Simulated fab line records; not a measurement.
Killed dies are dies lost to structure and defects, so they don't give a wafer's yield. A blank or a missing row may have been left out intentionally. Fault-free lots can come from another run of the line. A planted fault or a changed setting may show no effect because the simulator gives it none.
Which tool was responsible? | flow sky130 | 36 wafers from 12 lots sampled at 5 of the route's 708 steps

== WHAT THE GAUGES READ, wafer by wafer ==
SKY_VT_ADJUST_NCORE_CD_MEAS_07 targets a cd of 380 nm.
lot  | measured     | on        | cd nm (nm)
L297 | day 8 17:03  | cd sem-01 | 377.7 381.2 379.6
L298 | day 8 20:42  | cd sem-01 | 377.3 376.0 374.4
L301 | day 9 17:39  | cd sem-02 | 379.0 381.7 377.7
L302 | day 10 02:24 | cd sem-01 | 378.6 378.9 379.4
L304 | day 10 16:52 | cd sem-01 | 381.0 381.3 381.3
L305 | day 10 21:21 | cd sem-02 | 383.0 383.2 384.1
L308 | day 11 22:10 | cd sem-02 | 384.9 384.9 387.4
L311 | day 12 20:12 | cd sem-01 | 381.9 384.1 381.2
L317 | day 14 10:08 | cd sem-02 | 374.8 375.9 377.4
L318 | day 14 18:22 | cd sem-01 | 377.8 378.6 377.6
L319 | day 15 02:33 | cd sem-02 | 385.6 384.1 382.9
L320 | day 15 11:27 | cd sem-01 | 376.4 377.9 376.6

SKY_SONOS_ONO_CD_MEAS_13 targets a cd of 410 nm.
lot  | measured     | on        | cd nm (nm)
L297 | day 12 17:08 | cd sem-02 | 413.4 413.7 414.9
L298 | day 13 00:28 | cd sem-02 | 406.4 408.4 407.0
L301 | day 13 20:12 | cd sem-02 | 409.8 409.2 408.5
L302 | day 14 09:54 | cd sem-01 | 409.6 408.4 407.3
L304 | day 15 03:30 | cd sem-02 | 407.4 407.0 405.9
L305 | day 15 09:15 | cd sem-02 | 410.1 409.5 411.9
L308 | day 16 16:55 | cd sem-02 | 411.3 412.6 410.8
L311 | day 17 12:18 | cd sem-01 | 407.9 410.6 410.7
L317 | day 19 08:29 | cd sem-01 | 424.0 425.0 422.7
L318 | day 19 20:01 | cd sem-02 | 422.2 419.2 422.0
L319 | day 20 06:47 | cd sem-01 | 409.7 409.2 407.6
L320 | day 20 13:40 | cd sem-01 | 405.5 407.4 407.7

== EACH LOT AND THE TOOL THAT RAN IT (in order: tool; ch and the chambers of the sampled wafers; start) ==
lot  | SKY_VT_ADJUST_NCORE_STRIP_10         | SKY_VT_ADJUST_HVTR_STRIP_10          | SKY_SONOS_ONO_DEVELOP_12
L297 | plasma asher-03 ch 0,1, day 8 17:21  | plasma asher-01 ch 0,1, day 9 15:10  | litho track-03 ch 0, day 12 16:59
L298 | plasma asher-03 ch 0,1, day 8 21:00  | plasma asher-03 ch 0,1, day 9 18:37  | litho track-01 ch 0, day 13 00:19
L301 | plasma asher-02 ch 0,1, day 9 17:56  | plasma asher-04 ch 0,1, day 10 16:08 | litho track-04 ch 0, day 13 20:03
L302 | plasma asher-03 ch 0,1, day 10 02:41 | plasma asher-04 ch 1, day 11 01:25   | litho track-04 ch 0, day 14 09:45
L304 | plasma asher-02 ch 0,1, day 10 17:10 | plasma asher-01 ch 0,1, day 11 16:34 | litho track-01 ch 0, day 15 03:22
L305 | plasma asher-03 ch 0,1, day 10 21:39 | plasma asher-04 ch 0,1, day 11 21:05 | litho track-01 ch 0, day 15 09:07
L308 | plasma asher-02 ch 0,1, day 11 22:28 | plasma asher-01 ch 0,1, day 12 22:46 | litho track-01 ch 0, day 16 16:46
L311 | plasma asher-01 ch 0, day 12 20:29   | plasma asher-03 ch 0,1, day 13 22:16 | litho track-04 ch 0, day 17 12:09
L317 | plasma asher-03 ch 0,1, day 14 10:25 | plasma asher-03 ch 1, day 15 11:28   | litho track-01 ch 0, day 19 08:20
L318 | plasma asher-03 ch 0,1, day 14 18:39 | plasma asher-04 ch 0,1, day 15 20:31 | litho track-01 ch 0, day 19 19:47
L319 | plasma asher-02 ch 0,1, day 15 02:51 | plasma asher-03 ch 0,1, day 16 05:17 | litho track-03 ch 0, day 20 06:38
L320 | plasma asher-01 ch 1, day 15 11:44   | plasma asher-04 ch 0,1, day 16 14:40 | litho track-03 ch 0, day 20 13:31
- SKY_VT_ADJUST_NCORE_STRIP_10: strips in O2/N2.
- SKY_VT_ADJUST_HVTR_STRIP_10: strips in O2/N2.
- SKY_SONOS_ONO_DEVELOP_12: develop time 60 s.

== WHAT THE TOOLS THEMSELVES READ (means of the sampled wafers that have a number; where no wafer has one, the mark that the record gives instead) ==
SKY_VT_ADJUST_NCORE_STRIP_10.
lot  | tool            | drypump motor current A (A) | n2 flow sccm (sccm) | oes product au (a.u.) | strip time to endpoint s (s)
L297 | plasma asher-03 | 5.7                         | 299.8               | 0.717                 | 14.20
L298 | plasma asher-03 | 5.6                         | 299.8               | 0.714                 | 14.20
L301 | plasma asher-02 | 5.6                         | 300.8               | 0.715                 | 14.23
L302 | plasma asher-03 | 5.6                         | 301.0               | 0.715                 | 14.18
L304 | plasma asher-02 | 5.7                         | 300.9               | 0.715                 | 14.15
L305 | plasma asher-03 | 5.7                         | 300.3               | 0.714                 | 14.15
L308 | plasma asher-02 | 5.2                         | 300.8               | 0.713                 | 14.15
L311 | plasma asher-01 | 6.5                         | 299.2               | 0.713                 | 14.24
L317 | plasma asher-03 | 5.7                         | 299.9               | 0.713                 | 14.13
L318 | plasma asher-03 | 5.6                         | 299.9               | 0.713                 | 14.15
L319 | plasma asher-02 | 5.2                         | 299.4               | 0.720                 | 14.22
L320 | plasma asher-01 | 5.0                         | 300.3               | 0.716                 | 14.16

SKY_VT_ADJUST_HVTR_STRIP_10.
lot  | tool            | drypump motor current A (A) | n2 flow sccm (sccm) | oes product au (a.u.) | strip time to endpoint s (s)
L297 | plasma asher-01 | 6.1                         | 299.8               | 0.717                 | 14.20
L298 | plasma asher-03 | 5.7                         | 299.6               | 0.715                 | 14.18
L301 | plasma asher-04 | 6.3                         | 299.6               | 0.716                 | 14.16
L302 | plasma asher-04 | 6.2                         | 299.6               | 0.713                 | 14.16
L304 | plasma asher-01 | 5.6                         | 300.3               | 0.717                 | 14.14
L305 | plasma asher-04 | 6.3                         | 300.8               | 0.715                 | 14.22
L308 | plasma asher-01 | 5.5                         | 299.6               | 0.715                 | 14.21
L311 | plasma asher-03 | 5.6                         | 299.5               | 0.718                 | 14.14
L317 | plasma asher-03 | 5.8                         | 300.6               | 0.717                 | 14.22
L318 | plasma asher-04 | 6.3                         | 299.1               | 0.717                 | 14.20
L319 | plasma asher-03 | 5.5                         | 300.4               | 0.710                 | 14.17
L320 | plasma asher-04 | 6.2                         | 300.1               | 0.712                 | 14.17

== THE ANSWER, worked out from the rows above alone ==
Rule: the usual values come from the lots themselves. Put in order of their means at a reading, lots are off if they are a third of the lots or fewer, leave a main group of 4 or more, and stand apart from it by a gap of 3 or more times the standard deviation of the main group's means; of several such gaps the widest counts. A main group whose means are all the same, to the digits that the tables above print for the reading, isn't used. A lot without any number at a reading at which 4 lots or more have one is off too. All remaining lots with rows at the step are treated as sound. The gauges are gone through in route order, then the tools' own readings, and for those a lot's mean is taken as printed above. At the first step where some lot is off, the reading lying furthest off is the one used; lots without a number count as furthest.
Off: L317, L318, at SKY_SONOS_ONO_CD_MEAS_13 (cd nm). The main group has a mean of 409.3 nm with a standard deviation of 2.2.
If a tool, at a process step before that reading, ran all the lots that are off and no sound lot after the first of them, it fits. The gauges at SKY_SONOS_ONO_CD_MEAS_13 are tried like those tools. Can't be told from this: 2 tools fit, plasma asher-03 at SKY_VT_ADJUST_NCORE_STRIP_10, litho track-01 at SKY_SONOS_ONO_DEVELOP_12.

== WHAT THE SIMULATOR PUT IN ==
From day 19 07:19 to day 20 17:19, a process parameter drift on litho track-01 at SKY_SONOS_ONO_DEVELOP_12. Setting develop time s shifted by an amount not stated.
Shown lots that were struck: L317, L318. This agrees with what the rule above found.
